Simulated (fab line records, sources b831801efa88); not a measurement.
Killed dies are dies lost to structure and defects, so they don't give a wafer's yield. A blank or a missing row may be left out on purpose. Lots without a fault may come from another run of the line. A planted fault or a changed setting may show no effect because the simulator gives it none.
fab line records | flow sky130 | part 1 of 2: steps 1 to 28 of 39
record lots=5 wafers=15 last_day=50
route steps=708 shown VT_ADJUST_LVTN@100 VT_ADJUST_NCORE@119 VT_ADJUST_HVTR@131
lots that met no fault: from a run of the same line without faults
start_h: hours from the record's first day to the start of the lot's first wafer shown | wait_h: hours since the lot's step before | " the same as in the row above | L1.1+2: a row that stands for several wafers | - no value, or no start given | * or withheld: withheld | < > ~ a bound
route shown NAME@n: a module of which the file shows steps, and the number in the route of the first | usual: mean/standard deviation of fault-free wafers | same: alike in all rows | chamber/n: place in a boat | sites: the reading at each site | _std_site: their standard deviation | _edge_site: outer sites' mean less inner sites' | radius_mm: how far each site lies from the wafer's centre | mask NAME#n: copy n | behind: the tool/chamber that last shaped the wafer | hold: why the lot was held/for how many hours/how that ended | device: the transistor (n, p or np) that didn't switch | end of line: the same wafers' tests at the end of the route | a step without rows: its recipe alone | killed: dies lost to structure and defects at the first sort, not the wafer's yield | map: a wafer's dies, x killed, . not, _ none there
set.NAME: the setting as run; set.NAME@STEP: as run at that earlier step | model.NAME: the simulator's own value behind a step, which no gauge read
lots at some steps of the route; a table a step, a row a wafer
services: from which hour (start_h, from the record's first day; less than 0 if before it) a tool's chamber was out of use, for how many hours, and why
## steps
# step SKY_VT_ADJUST_LVTN_SOFTBAKE_03
# recipe temp_c=110 time_s=withheld
# usual heater_power_total_W=65.32/0.14
# columns lot.wafer tool chamber start_h wait_h heater_power_total_W
L077.3 litho_track-03 0 165.10 0.1 65.36
L077.4 " 0 " " 65.42
L077.5 " 0 " " 65.46
L079.2 litho_track-02 0 168.20 0.1 65.42
L079.4 " 0 " " 65.52
L079.5 " 0 " " 65.39
L090.2 litho_track-03 0 239.17 0.1 65.43
L090.4 " 0 " " 65.16
L090.5 " 0 " " 65.31
L092.2 litho_track-01 0 245.16 0.1 65.41
L092.3 " 0 " " 65.26
L092.4 " 0 " " 65.09
L095.1 litho_track-03 0 271.19 0.1 65.47
L095.3 " 0 " " 65.34
L095.6 " 0 " " 65.27
# step SKY_VT_ADJUST_LVTN_EXPOSE_04
# recipe mask_id=NWM_COMPLEMENT_LESS_NATIVE na=0.6 source_shape=conventional sigma_outer=0.6 polarization=unpolarized target_cd_nm=840 dose_mj=194
# columns lot.wafer tool chamber start_h wait_h mask
L077.3+4+5 iline_stepper-02 0 - - NWM_COMPLEMENT_LESS_NATIVE#0
L079.2+4+5 iline_stepper-02 0 - - NWM_COMPLEMENT_LESS_NATIVE#0
L090.2+4+5 iline_stepper-01 0 - - NWM_COMPLEMENT_LESS_NATIVE#0
L092.2+3+4 iline_stepper-02 0 - - NWM_COMPLEMENT_LESS_NATIVE#0
L095.1+3+6 iline_stepper-01 0 - - NWM_COMPLEMENT_LESS_NATIVE#0
# step SKY_VT_ADJUST_LVTN_PEB_05
# recipe temp_c=115 time_s=withheld
# usual heater_power_total_W=69.33/0.13
# columns lot.wafer tool chamber start_h wait_h heater_power_total_W
L077.3 litho_track-03 0 - - 69.23
L077.4 " 0 " " 69.40
L077.5 " 0 " " 69.35
L079.2 litho_track-02 0 - - 69.41
L079.4 " 0 " " 69.20
L079.5 " 0 " " 69.50
L090.2 litho_track-03 0 - - 69.51
L090.4 " 0 " " 69.50
L090.5 " 0 " " 69.05
L092.2 litho_track-02 0 - - 69.33
L092.3 " 0 " " 69.45
L092.4 " 0 " " 69.40
L095.1 litho_track-02 0 - - 69.35
L095.3 " 0 " " 69.52
L095.6 " 0 " " 69.34
# step SKY_VT_ADJUST_LVTN_DEVELOP_06
# recipe wall_angle_deg=90 developer=TMAH develop_time_s=60 dev_temp_c=23
# columns lot.wafer tool chamber start_h wait_h
L077.3+4+5 litho_track-03 0 - -
L079.2+4+5 litho_track-02 0 - -
L090.2+4+5 litho_track-03 0 - -
L092.2+3+4 litho_track-02 0 - -
L095.1+3+6 litho_track-02 0 - -
# step SKY_VT_ADJUST_LVTN_OVL_MEAS_07
# usual VT_ADJUST_LVTN_OVL=-0.5/1.6
# columns lot.wafer tool chamber start_h wait_h VT_ADJUST_LVTN_OVL[nm]
L077.3 overlay-01 - 174.55 - 1.2
L077.4 " - " " 1.4
L077.5 " - " " 0.6
L079.2 overlay-02 - 178.02 - -0.3
L079.4 " - " " -1.4
L079.5 " - " " -0.9
L090.2 overlay-02 - 250.74 - -1.0
L090.4 " - " " 1.4
L090.5 " - " " -0.2
L092.2 overlay-02 - 257.82 - 1.6
L092.3 " - " " 3.6
L092.4 " - " " 0.4
L095.1 overlay-01 - 284.42 - 0.1
L095.3 " - " " -0.1
L095.6 " - " " -1.0
# step SKY_VT_ADJUST_LVTN_IMPLANT_08
# recipe species=B energy_kev=30 dose_cm2=1.57e+12 tilt_deg=withheld
# usual beam_energy_keV=30.000/0.0093 faraday_current_uA=8.83/0.17
# columns lot.wafer tool chamber start_h wait_h beam_energy_keV faraday_current_uA
L077.3 implanter-04 0 174.62 0.1 29.994 9.09
L077.4 " 0 " " 29.998 8.96
L077.5 " 0 " " 29.984 8.77
L079.2 implanter-01 0 178.08 0.0 30.007 8.64
L079.4 " 0 " " 30.007 8.73
L079.5 " 0 " " 30.009 8.70
L090.2 implanter-01 0 250.80 0.0 30.002 8.70
L090.4 " 0 " " 30.009 8.68
L090.5 " 0 " " 30.000 8.91
L092.2 implanter-01 0 257.88 0.0 29.999 8.95
L092.3 " 0 " " 30.004 8.65
L092.4 " 0 " " 29.995 8.91
L095.1 implanter-03 0 284.45 0.0 29.995 8.79
L095.3 " 0 " " 29.996 9.13
L095.6 " 0 " " 29.989 8.70
# step SKY_VT_ADJUST_LVTN_STRIP_09
# recipe chemistry=O2/N2 power_w=1400 pressure_mtorr=1500 platen_temp_c=withheld o2_flow_sccm=3000 n2_flow_sccm=300 overash_fraction=0.5
# usual chamber_pressure_mTorr=1500.1/1.3 drypump_motor_current_A=5.9/0.45 n2_flow_sccm=300.2/0.89 oes_product_au=0.722/0.0045 strip_time_to_endpoint_s=36.95/0.099
# columns lot.wafer tool chamber start_h wait_h chamber_pressure_mTorr drypump_motor_current_A n2_flow_sccm oes_product_au rf_hours_counter_h strip_time_to_endpoint_s
L077.3 plasma_asher-03 1 174.76 0.1 1499.7 6.3 301.6 0.728 - 36.98
L077.4 " 0 " " 1501.0 4.9 298.6 0.725 - 36.92
L077.5 " 0 " " 1498.8 4.9 299.1 0.716 - 36.89
L079.2 plasma_asher-04 1 178.20 0.1 1501.0 6.0 302.0 0.718 35 36.97
L079.4 " 0 " " 1499.8 5.7 299.7 0.726 - 36.92
L079.5 " 1 " " 1499.1 6.0 301.9 0.716 - 37.06
L090.2 plasma_asher-04 0 250.92 0.1 1500.2 5.8 301.9 0.713 43 37.01
L090.4 " 0 " " 1501.5 5.8 301.2 0.725 - 36.97
L090.5 " 1 " " 1501.8 6.0 298.9 0.722 - 37.07
L092.2 plasma_asher-03 0 258.00 0.1 1498.5 4.9 300.2 0.719 14 36.93
L092.3 " 1 " " 1500.7 6.3 299.7 0.728 - 36.91
L092.4 " 0 " " 1500.1 4.9 299.2 0.724 - 36.94
L095.1 plasma_asher-01 1 284.60 0.1 1500.8 5.6 300.6 0.718 59 37.01
L095.3 " 1 " " 1501.2 5.6 299.7 0.724 - 36.93
L095.6 " 0 " " 1502.3 6.4 298.4 0.716 - 36.99
# step SKY_VT_ADJUST_LVTN_TW_MEAS_10
# usual VT_ADJUST_LVTN_TW=241.2/2
# columns lot.wafer tool chamber start_h wait_h VT_ADJUST_LVTN_TW
L077.3 film_metro-01 - 174.84 0.1 242.7
L077.4 " - " " 242.3
L077.5 " - " " 243.9
L079.2 film_metro-02 - 178.31 0.1 238.2
L079.4 " - " " 238.7
L079.5 " - " " 239.6
L090.2 film_metro-02 - 251.03 0.1 239.4
L090.4 " - " " 239.1
L090.5 " - " " 239.5
L092.2 film_metro-02 - 258.11 0.1 238.7
L092.3 " - " " 237.8
L092.4 " - " " 239.1
L095.1 film_metro-02 - 284.70 0.1 239.5
L095.3 " - " " 238.9
L095.6 " - " " 238.8
# step SKY_VT_ADJUST_LVTN_DEHYDRATE_11
# recipe temp_c=200 time_s=60
# usual heater_power_total_W=160.39/0.13
# same time_s=60
# columns lot.wafer tool chamber start_h wait_h heater_power_total_W
L077.3 litho_track-02 0 184.92 10.1 160.29
L077.4 " 0 " " 160.29
L077.5 " 0 " " 160.37
L079.2 litho_track-01 0 188.11 9.8 160.59
L079.4 " 0 " " 160.40
L079.5 " 0 " " 160.46
L090.2 litho_track-02 0 262.69 11.6 160.31
L090.4 " 0 " " 160.55
L090.5 " 0 " " 160.15
L092.2 litho_track-01 0 269.11 11.0 160.40
L092.3 " 0 " " 160.39
L092.4 " 0 " " 160.56
L095.1 litho_track-01 0 296.53 11.8 160.56
L095.3 " 0 " " 160.31
L095.6 " 0 " " 160.37
# step SKY_VT_ADJUST_LVTN_HMDS_12
# recipe prime_time_s=60 prime_temp_c=120
# columns lot.wafer tool chamber start_h wait_h
L077.3+4+5 litho_track-02 0 185.07 0.1
L079.2+4+5 litho_track-01 0 188.26 0.1
L090.2+4+5 litho_track-02 0 262.84 0.1
L092.2+3+4 litho_track-01 0 269.26 0.1
L095.1+3+6 litho_track-01 0 296.68 0.1
# step SKY_VT_ADJUST_LVTN_COAT_13
# recipe resist=NOVOLAK spin_rpm=3000 resist_thk_nm=1140
# columns lot.wafer tool chamber start_h wait_h
L077.3+4+5 litho_track-02 0 185.22 0.1
L079.2+4+5 litho_track-01 0 188.41 0.1
L090.2+4+5 litho_track-02 0 262.99 0.1
L092.2+3+4 litho_track-01 0 269.41 0.1
L095.1+3+6 litho_track-01 0 296.83 0.1
# step SKY_VT_ADJUST_LVTN_SOFTBAKE_14
# recipe temp_c=90 time_s=60 resist=NOVOLAK
# usual heater_power_total_W=56.59/0.047
# same time_s=60
# columns lot.wafer tool chamber start_h wait_h heater_power_total_W
L077.3 litho_track-02 0 185.37 0.1 56.63
L077.4 " 0 " " 56.63
L077.5 " 0 " " 56.56
L079.2 litho_track-01 0 188.56 0.1 56.54
L079.4 " 0 " " 56.59
L079.5 " 0 " " 56.58
L090.2 litho_track-02 0 263.14 0.1 56.59
L090.4 " 0 " " 56.55
L090.5 " 0 " " 56.56
L092.2 litho_track-01 0 269.56 0.1 56.58
L092.3 " 0 " " 56.56
L092.4 " 0 " " 56.59
L095.1 litho_track-01 0 296.98 0.1 56.65
L095.3 " 0 " " 56.47
L095.6 " 0 " " 56.58
# step SKY_VT_ADJUST_LVTN_EXPOSE_15
# recipe mask_id=HVN_STD_DERIVED na=0.6 source_shape=conventional sigma_outer=0.6 polarization=unpolarized target_cd_nm=600 dose_mj=163
# columns lot.wafer tool chamber start_h wait_h mask
L077.3+4+5 iline_stepper-02 0 - - HVN_STD_DERIVED#0
L079.2+4+5 iline_stepper-02 0 - - HVN_STD_DERIVED#0
L090.2+4+5 iline_stepper-02 0 - - HVN_STD_DERIVED#0
L092.2+3+4 iline_stepper-02 0 - - HVN_STD_DERIVED#0
L095.1+3+6 iline_stepper-01 0 - - HVN_STD_DERIVED#0
# step SKY_VT_ADJUST_LVTN_PEB_16
# recipe temp_c=withheld time_s=* resist=NOVOLAK
# same time_s=*
# columns lot.wafer tool chamber start_h wait_h
L077.3+4+5 litho_track-02 0 - -
L079.2+4+5 litho_track-03 0 - -
L090.2+4+5 litho_track-02 0 - -
L092.2+3+4 litho_track-01 0 - -
L095.1+3+6 litho_track-02 0 - -
# step SKY_VT_ADJUST_LVTN_DEVELOP_17
# recipe resist=NOVOLAK developer=TMAH develop_time_s=60 dev_temp_c=23
# columns lot.wafer tool chamber start_h wait_h
L077.3+4+5 litho_track-02 0 195.37 0.1
L079.2+4+5 litho_track-03 0 198.71 0.1
L090.2+4+5 litho_track-02 0 274.54 0.1
L092.2+3+4 litho_track-01 0 282.01 0.1
L095.1+3+6 litho_track-02 0 310.17 0.1
# step SKY_VT_ADJUST_LVTN_OVL_MEAS_18
# usual VT_ADJUST_LVTN_01_OVL=0.6/1.5
# columns lot.wafer tool chamber start_h wait_h VT_ADJUST_LVTN_01_OVL[nm]
L077.3 overlay-02 - 195.48 0.1 -1.0
L077.4 " - " " -1.6
L077.5 " - " " -2.2
L079.2 overlay-01 - 198.84 0.1 -1.4
L079.4 " - " " -1.1
L079.5 " - " " -0.3
L090.2 overlay-01 - 274.67 0.1 1.1
L090.4 " - " " 0.5
L090.5 " - " " -0.9
L092.2 overlay-01 - 282.14 0.1 2.3
L092.3 " - " " 0.1
L092.4 " - " " 0.2
L095.1 overlay-02 - 310.32 0.1 2.4
L095.3 " - " " 2.3
L095.6 " - " " 0.6
# step SKY_VT_ADJUST_LVTN_IMPLANT_19
# recipe species=B energy_kev=30 dose_cm2=6.5e+11 tilt_deg=withheld
# usual beam_energy_keV=30.001/0.0096 faraday_current_uA=3.67/0.067
# columns lot.wafer tool chamber start_h wait_h beam_energy_keV faraday_current_uA
L077.3 implanter-04 0 195.55 0.1 30.010 3.70
L077.4 " 0 " " 29.998 3.76
L077.5 " 0 " " 29.991 3.58
L079.2 implanter-03 0 198.90 0.0 30.014 3.68
L079.4 " 0 " " 30.019 3.73
L079.5 " 0 " " 30.002 3.74
L090.2 implanter-03 0 274.73 0.0 30.005 3.73
L090.4 " 0 " " 30.001 3.71
L090.5 " 0 " " 30.000 3.82
L092.2 implanter-03 0 282.19 0.0 30.004 3.53
L092.3 " 0 " " 30.000 3.59
L092.4 " 0 " " 29.993 3.67
L095.1 implanter-04 0 310.35 0.0 29.993 3.73
L095.3 " 0 " " 29.991 3.76
L095.6 " 0 " " 29.999 3.72
# step SKY_VT_ADJUST_LVTN_STRIP_20
# recipe chemistry=O2/N2 power_w=1400 pressure_mtorr=1500 platen_temp_c=withheld o2_flow_sccm=3000 n2_flow_sccm=300 overash_fraction=0.5
# usual chamber_pressure_mTorr=1500.0/1.4 drypump_motor_current_A=5.8/0.47 n2_flow_sccm=300.1/1.1 oes_product_au=0.716/0.0041 strip_time_to_endpoint_s=14.18/0.041
# columns lot.wafer tool chamber start_h wait_h chamber_pressure_mTorr drypump_motor_current_A n2_flow_sccm oes_product_au rf_hours_counter_h strip_time_to_endpoint_s
L077.3 plasma_asher-04 1 195.69 0.1 1497.7 6.0 298.5 0.718 - 14.21
L077.4 " 0 " " 1501.6 5.7 298.9 0.718 - 14.19
L077.5 " 1 " " 1500.1 6.0 298.1 0.718 - 14.21
L079.2 plasma_asher-01 1 199.02 0.1 1500.5 5.6 300.5 0.713 50 14.19
L079.4 " 1 " " 1497.1 5.6 300.7 0.710 - 14.17
L079.5 " 1 " " 1502.1 5.6 300.0 0.718 - 14.18
L090.2 plasma_asher-01 0 274.85 0.1 1503.2 6.4 302.5 0.713 58 14.12
L090.4 " 0 " " 1501.3 6.3 301.8 0.713 - 14.14
L090.5 " 1 " " 1499.0 5.6 297.9 0.702 - 14.14
L092.2 plasma_asher-03 0 282.32 0.1 1499.3 4.9 298.1 0.721 16 14.13
L092.3 " 1 " " 1498.8 6.3 299.4 0.710 - 14.16
L092.4 " 0 " " 1499.5 4.9 299.3 0.712 - 14.14
L095.1 plasma_asher-04 1 310.50 0.1 1499.2 6.0 299.2 0.706 48 14.12
L095.3 " 1 " " 1499.6 6.0 300.6 0.716 - 14.13
L095.6 " 0 " " 1499.1 5.8 299.1 0.722 - 14.17
# step SKY_VT_ADJUST_LVTN_TW_MEAS_21
# usual VT_ADJUST_LVTN_2_TW=188.2/1.4
# columns lot.wafer tool chamber start_h wait_h VT_ADJUST_LVTN_2_TW
L077.3 film_metro-04 - 195.77 0.1 190.0
L077.4 " - " " 189.6
L077.5 " - " " 189.8
L079.2 film_metro-01 - 199.13 0.1 187.2
L079.4 " - " " 188.6
L079.5 " - " " 187.9
L090.2 film_metro-02 - 274.96 0.1 186.8
L090.4 " - " " 188.1
L090.5 " - " " 186.3
L092.2 film_metro-04 - 282.43 0.1 188.2
L092.3 " - " " 187.6
L092.4 " - " " 188.1
L095.1 film_metro-04 - 310.60 0.1 189.3
L095.3 " - " " 189.3
L095.6 " - " " 188.6
# step SKY_VT_ADJUST_NCORE_DEHYDRATE_00
# recipe temp_c=200 time_s=60
# usual heater_power_total_W=160.37/0.11
# same time_s=60
# columns lot.wafer tool chamber start_h wait_h heater_power_total_W
L077.3 litho_track-01 0 206.23 10.4 160.27
L077.4 " 0 " " 160.19
L077.5 " 0 " " 160.51
L079.2 litho_track-01 0 210.06 10.9 160.56
L079.4 " 0 " " 160.54
L079.5 " 0 " " 160.44
L090.2 litho_track-01 0 287.61 12.6 160.35
L090.4 " 0 " " 160.24
L090.5 " 0 " " 160.16
L092.2 litho_track-01 0 294.11 11.7 160.28
L092.3 " 0 " " 160.24
L092.4 " 0 " " 160.39
L095.1 litho_track-01 0 322.63 12.0 160.50
L095.3 " 0 " " 160.49
L095.6 " 0 " " 160.33
# step SKY_VT_ADJUST_NCORE_HMDS_01
# recipe prime_time_s=60 prime_temp_c=120
# columns lot.wafer tool chamber start_h wait_h
L077.3+4+5 litho_track-01 0 206.38 0.1
L079.2+4+5 litho_track-01 0 210.21 0.1
L090.2+4+5 litho_track-01 0 287.76 0.1
L092.2+3+4 litho_track-01 0 294.26 0.1
L095.1+3+6 litho_track-01 0 322.78 0.1
# step SKY_VT_ADJUST_NCORE_COAT_02
# recipe resist=NOVOLAK spin_rpm=3000 resist_thk_nm=1140
# columns lot.wafer tool chamber start_h wait_h
L077.3+4+5 litho_track-01 0 206.53 0.1
L079.2+4+5 litho_track-01 0 210.36 0.1
L090.2+4+5 litho_track-01 0 287.91 0.1
L092.2+3+4 litho_track-01 0 294.41 0.1
L095.1+3+6 litho_track-01 0 322.93 0.1
# step SKY_VT_ADJUST_NCORE_SOFTBAKE_03
# recipe temp_c=90 time_s=60 resist=NOVOLAK
# usual heater_power_total_W=56.59/0.041
# same time_s=60
# columns lot.wafer tool chamber start_h wait_h heater_power_total_W
L077.3 litho_track-01 0 206.68 0.1 56.56
L077.4 " 0 " " 56.56
L077.5 " 0 " " 56.63
L079.2 litho_track-01 0 210.51 0.1 56.53
L079.4 " 0 " " 56.60
L079.5 " 0 " " 56.55
L090.2 litho_track-01 0 288.06 0.1 56.57
L090.4 " 0 " " 56.54
L090.5 " 0 " " 56.53
L092.2 litho_track-01 0 294.56 0.1 56.51
L092.3 " 0 " " 56.60
L092.4 " 0 " " 56.68
L095.1 litho_track-01 0 323.08 0.1 56.64
L095.3 " 0 " " 56.59
L095.6 " 0 " " 56.61
# step SKY_VT_ADJUST_NCORE_EXPOSE_04
# recipe mask_id=LVTN_COMPLEMENT_THIN na=0.6 source_shape=conventional sigma_outer=0.6 polarization=unpolarized target_cd_nm=380 dose_mj=139
# columns lot.wafer tool chamber start_h wait_h mask
L077.3+4+5 iline_stepper-01 0 - - LVTN_COMPLEMENT_THIN#0
L079.2+4+5 iline_stepper-01 0 - - LVTN_COMPLEMENT_THIN#0
L090.2+4+5 iline_stepper-02 0 - - LVTN_COMPLEMENT_THIN#0
L092.2+3+4 iline_stepper-01 0 - - LVTN_COMPLEMENT_THIN#0
L095.1+3+6 iline_stepper-01 0 - - LVTN_COMPLEMENT_THIN#0
# step SKY_VT_ADJUST_NCORE_PEB_05
# recipe temp_c=withheld time_s=* resist=NOVOLAK
# same time_s=*
# columns lot.wafer tool chamber start_h wait_h
L077.3+4+5 litho_track-02 0 - -
L079.2+4+5 litho_track-02 0 - -
L090.2+4+5 litho_track-01 0 - -
L092.2+3+4 litho_track-01 0 - -
L095.1+3+6 litho_track-01 0 - -
# step SKY_VT_ADJUST_NCORE_DEVELOP_06
# recipe resist=NOVOLAK developer=TMAH develop_time_s=60 dev_temp_c=23
# columns lot.wafer tool chamber start_h wait_h
L077.3+4+5 litho_track-02 0 217.72 0.1
L079.2+4+5 litho_track-02 0 221.19 0.1
L090.2+4+5 litho_track-01 0 299.96 0.1
L092.2+3+4 litho_track-01 0 307.31 0.1
L095.1+3+6 litho_track-01 0 336.68 0.1
# step SKY_VT_ADJUST_NCORE_CD_MEAS_07
# recipe target_cd_nm=380
# usual cd_nm=380.0/2.6
# columns lot.wafer tool chamber start_h wait_h cd_nm
L077.3 cd_sem-01 - 217.86 0.1 375.3
L077.4 " - " " 381.0
L077.5 " - " " 376.2
L079.2 cd_sem-02 - 221.34 0.1 377.8
L079.4 " - " " 378.8
L079.5 " - " " 378.2
L090.2 cd_sem-01 - 300.10 0.1 379.7
L090.4 " - " " 380.1
L090.5 " - " " 379.4
L092.2 cd_sem-02 - 307.45 0.1 383.3
L092.3 " - " " 379.5
L092.4 " - " " 384.9
L095.1 cd_sem-01 - 336.83 0.1 379.5
L095.3 " - " " 379.2
L095.6 " - " " 377.7
# step SKY_VT_ADJUST_NCORE_OVL_MEAS_08
# usual VT_ADJUST_NCORE_OVL=0.4/1.2
# columns lot.wafer tool chamber start_h wait_h VT_ADJUST_NCORE_OVL[nm]
L077.3 overlay-02 - 217.95 0.1 -0.4
L077.4 " - " " 0.1
L077.5 " - " " -0.5
L079.2 overlay-01 - 221.44 0.1 0.4
L079.4 " - " " 1.1
L079.5 " - " " 3.1
L090.2 overlay-01 - 300.21 0.1 -0.5
L090.4 " - " " 1.1
L090.5 " - " " -0.3
L092.2 overlay-02 - 307.56 0.1 1.2
L092.3 " - " " 1.1
L092.4 " - " " 1.2
L095.1 overlay-02 - 336.95 0.1 -0.9
L095.3 " - " " 0.1
L095.6 " - " " -1.0
